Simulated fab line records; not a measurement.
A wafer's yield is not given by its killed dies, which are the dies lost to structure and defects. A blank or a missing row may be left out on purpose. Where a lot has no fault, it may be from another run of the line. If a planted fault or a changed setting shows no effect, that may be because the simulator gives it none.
Check for tools in common :: flow sky130 :: 15 lots, 45 wafers sampled

## WHY THIS WAS OPENED
SKY_NWELL_RS_MEAS_29, reading NWELL_RS: flagged on 3 of 15 lots. No-fault wafers: 624.6 ohm/sq, standard deviation 2.
Rule: a lot is flagged when every wafer of it that has a number lies more than 4 standard deviations from that mean, or none has a number. All remaining lots are regarded as sound.

lot: L437
measured: day 5 03:19
on: film-metro-02
NWELL_RS (ohm/sq), wafer by wafer: 626.9 626.1 628.6
flag: 

lot: L438
measured: day 5 11:17
on: film-metro-02
NWELL_RS (ohm/sq), wafer by wafer: 625.3 625.0 625.8
flag: 

lot: L439
measured: day 5 15:20
on: film-metro-02
NWELL_RS (ohm/sq), wafer by wafer: 624.3 623.9 623.0
flag: 

lot: L440
measured: day 6 05:19
on: film-metro-04
NWELL_RS (ohm/sq), wafer by wafer: 619.7 619.7 621.4
flag: 

lot: L442
measured: day 6 16:53
on: film-metro-04
NWELL_RS (ohm/sq), wafer by wafer: 626.3 626.3 626.4
flag: 

lot: L443
measured: day 6 21:29
on: film-metro-04
NWELL_RS (ohm/sq), wafer by wafer: 622.5 623.5 624.0
flag: 

lot: L445
measured: day 7 09:52
on: film-metro-03
NWELL_RS (ohm/sq), wafer by wafer: 623.0 625.0 624.1
flag: 

lot: L446
measured: day 8 00:59
on: film-metro-03
NWELL_RS (ohm/sq), wafer by wafer: 626.3 626.6 626.7
flag: 

lot: L447
measured: day 8 04:11
on: film-metro-02
NWELL_RS (ohm/sq), wafer by wafer: 624.1 622.9 625.0
flag: 

lot: L452
measured: day 9 03:51
on: film-metro-04
NWELL_RS (ohm/sq), wafer by wafer: 623.6 622.4 624.3
flag: 

lot: L454
measured: day 9 16:22
on: film-metro-04
NWELL_RS (ohm/sq), wafer by wafer: 654.1 653.6 653.5
flag: FLAGGED

lot: L455
measured: day 9 18:34
on: film-metro-04
NWELL_RS (ohm/sq), wafer by wafer: 648.8 648.9 651.1
flag: FLAGGED

lot: L456
measured: day 10 08:50
on: film-metro-03
NWELL_RS (ohm/sq), wafer by wafer: 647.7 645.9 648.7
flag: FLAGGED

lot: L459
measured: day 10 23:44
on: film-metro-02
NWELL_RS (ohm/sq), wafer by wafer: 621.5 623.4 622.2
flag: 

lot: L460
measured: day 11 03:56
on: film-metro-02
NWELL_RS (ohm/sq), wafer by wafer: 626.1 624.3 623.6
flag: 
The numbers of the flagged lots are 650.3 ohm/sq on average: +25.7 ohm/sq against the usual, or +13 standard deviations.

## TOOL THAT RAN EACH LOT
The record holds 1 process step before the reading, out of a route of 708 steps. Read each cell as the tool, then ch plus the chambers that the sampled wafers visited, then the start.
lot: L437
flag: 
SKY_NWELL_IMPLANT_13: implanter-01 ch 0, day 4 10:25

lot: L438
flag: 
SKY_NWELL_IMPLANT_13: implanter-03 ch 0, day 4 17:45

lot: L439
flag: 
SKY_NWELL_IMPLANT_13: implanter-03 ch 0, day 4 21:26

lot: L440
flag: 
SKY_NWELL_IMPLANT_13: implanter-03 ch 0, day 5 10:07

lot: L442
flag: 
SKY_NWELL_IMPLANT_13: implanter-03 ch 0, day 5 21:30

lot: L443
flag: 
SKY_NWELL_IMPLANT_13: implanter-02 ch 0, day 6 02:21

lot: L445
flag: 
SKY_NWELL_IMPLANT_13: implanter-03 ch 0, day 6 14:43

lot: L446
flag: 
SKY_NWELL_IMPLANT_13: implanter-03 ch 0, day 7 04:58

lot: L447
flag: 
SKY_NWELL_IMPLANT_13: implanter-01 ch 0, day 7 07:36

lot: L452
flag: 
SKY_NWELL_IMPLANT_13: implanter-01 ch 0, day 8 05:40

lot: L454
flag: FLAGGED
SKY_NWELL_IMPLANT_13: implanter-03, day 8 18:48

lot: L455
flag: FLAGGED
SKY_NWELL_IMPLANT_13: implanter-03, day 8 20:46

lot: L456
flag: FLAGGED
SKY_NWELL_IMPLANT_13: implanter-03, day 9 10:08

lot: L459
flag: 
SKY_NWELL_IMPLANT_13: implanter-01 ch 0, day 10 00:40

lot: L460
flag: 
SKY_NWELL_IMPLANT_13: implanter-03 ch 0, day 10 04:33
What is done by these steps:
- SKY_NWELL_IMPLANT_13
- SKY_NWELL_RS_MEAS_29: measures by four-point-probe.

## FLAGGED AGAINST TOTAL, ONE TOOL AT A TIME (gauges that did the reading follow at the end)
step: SKY_NWELL_IMPLANT_13
tool: implanter-01
lots run: 4
flagged: 0
share of the flagged lots: none
sound lots run after its first flagged lot: -

step: SKY_NWELL_IMPLANT_13
tool: implanter-02
lots run: 1
flagged: 0
share of the flagged lots: none
sound lots run after its first flagged lot: -

step: SKY_NWELL_IMPLANT_13
tool: implanter-03
lots run: 10
flagged: 3
share of the flagged lots: all
sound lots run after its first flagged lot: 1 (L460)

step: SKY_NWELL_RS_MEAS_29
tool: film-metro-02
lots run: 6
flagged: 0
share of the flagged lots: none
sound lots run after its first flagged lot: -

step: SKY_NWELL_RS_MEAS_29
tool: film-metro-03
lots run: 3
flagged: 1
share of the flagged lots: some
sound lots run after its first flagged lot: 0

step: SKY_NWELL_RS_MEAS_29
tool: film-metro-04
lots run: 6
flagged: 2
share of the flagged lots: some
sound lots run after its first flagged lot: 0

## WHAT THE TABLE ALLOWS
Rows of the table that ran each flagged lot: 1, that is implanter-03 at SKY_NWELL_IMPLANT_13.
- implanter-03 at SKY_NWELL_IMPLANT_13 ran 10 lots, 3 of them flagged. Sound lots followed the first flagged one (L460) on it, something a lasting fault affecting the whole tool could not allow. On the flagged lots its readings are blank where sound lots have values: beam-energy-keV, beam-on-s.
Not one row of the table ran every flagged lot while running no sound lot after the first.

## WHAT THE SIMULATOR HAD INSERTED
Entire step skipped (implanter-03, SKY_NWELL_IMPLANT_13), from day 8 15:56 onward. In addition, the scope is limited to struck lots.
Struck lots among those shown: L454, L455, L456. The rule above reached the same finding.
